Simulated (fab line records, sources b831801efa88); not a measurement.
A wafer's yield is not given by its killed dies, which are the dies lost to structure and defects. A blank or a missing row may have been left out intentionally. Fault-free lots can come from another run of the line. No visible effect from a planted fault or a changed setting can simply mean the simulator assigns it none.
2 desks looking at one fault + flow gf180mcu + each desk has only its own numbers; what lay behind them comes last

== FROM THE METROLOGY DESK ==
What the gauges read, lot by lot, whatever tool the lot ran on: means of the sampled wafers that have a number. Marked OUT: a lot whose mean sits more than 4 standard deviations from the usual mean, which makes it out of limits; the brackets give that distance.
Columns: A = M1_ALCU_RS at GF_M1_RS_MEAS_05, usual 0.0697 ohm/sq; B = M1_OVL at GF_M1_OVL_MEAS_15, usual 3 nm; C = M2_ALCU_RS at GF_M2_RS_MEAS_05, usual 0.0695 ohm/sq; D = M2_ALCU_THK at GF_M2_THK_MEAS_06, usual 445 nm
| lot  | first seen here | A      | B  | C                 | D   |
|------|-----------------|--------|----|-------------------|-----|
| L544 | day 18 08:42    | 0.0684 | 0  | 0.0698            | 443 |
| L546 | day 19 05:04    | 0.0702 | 3  | 0.0693            | 446 |
| L547 | day 19 12:02    | 0.0697 | 9  | 0.0698            | 443 |
| L548 | day 19 19:31    | 0.0697 | -0 | 0.0697            | 443 |
| L549 | day 20 10:43    | 0.0699 | -1 | 0.0695            | 446 |
| L551 | day 21 10:53    | 0.0711 | -3 | 0.0690            | 447 |
| L552 | day 21 11:44    | 0.0695 | 7  | 0.0693            | 443 |
| L556 | day 22 15:33    | 0.0711 | 11 | 0.0710            | 437 |
| L558 | day 23 10:07    | 0.0698 | 2  | 0.0727 (+4.1) OUT | 425 |
| L561 | day 24 12:00    | 0.0712 | 2  | 0.0680            | 456 |
Finding of this desk: L558 out of limits, first seen on L558 at day 25 08:10 (M2_ALCU_RS at GF_M2_RS_MEAS_05). L544, L546, L547, L548, L549, L551, L552, L556, L561: within limits.

== DESK OF THE TOOL OWNER: pvdSputter-02 ==
The tool's own readings at GF_M2_SPUTTER_02 (material AlCu, target thk 450 nm, time 23.9 s): means of the sampled wafers that have a number, for each lot that ran on this tool. Marked OUT: a lot whose mean sits more than 4 standard deviations from the usual mean, which makes it out of limits; the brackets give that distance.
Columns: A = throttleValvePct at GF_M2_SPUTTER_02, usual 30.9 %
| lot  | first seen here | A    |
|------|-----------------|------|
| L544 | day 20 12:19    | 31.1 |
| L548 | day 21 22:49    | 31.4 |
| L549 | day 22 13:19    | 31.4 |
| L556 | day 24 15:58    | 31.2 |
| L558 | day 25 08:04    | 31.6 |
Finding of this desk: none of the 5 lots has anything out of limits.

== ALL TOGETHER ==
Metrology desk: alarm possible at day 25 08:10 on L558.
The desk of the tool owner found nothing out of limits.
On record at the tool owner's desk: L558, within its limits.
Of the lots named, all ran GF_M2_SPUTTER_02 on pvdSputter-02.

== WHAT THE SIMULATOR PUT IN ==
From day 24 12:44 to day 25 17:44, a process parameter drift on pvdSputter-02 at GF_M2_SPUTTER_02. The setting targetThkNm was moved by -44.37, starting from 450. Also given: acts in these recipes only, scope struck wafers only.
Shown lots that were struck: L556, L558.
Time in hours between the start of the fault and the first out-of-limits reading at each desk: metrology desk, 19.
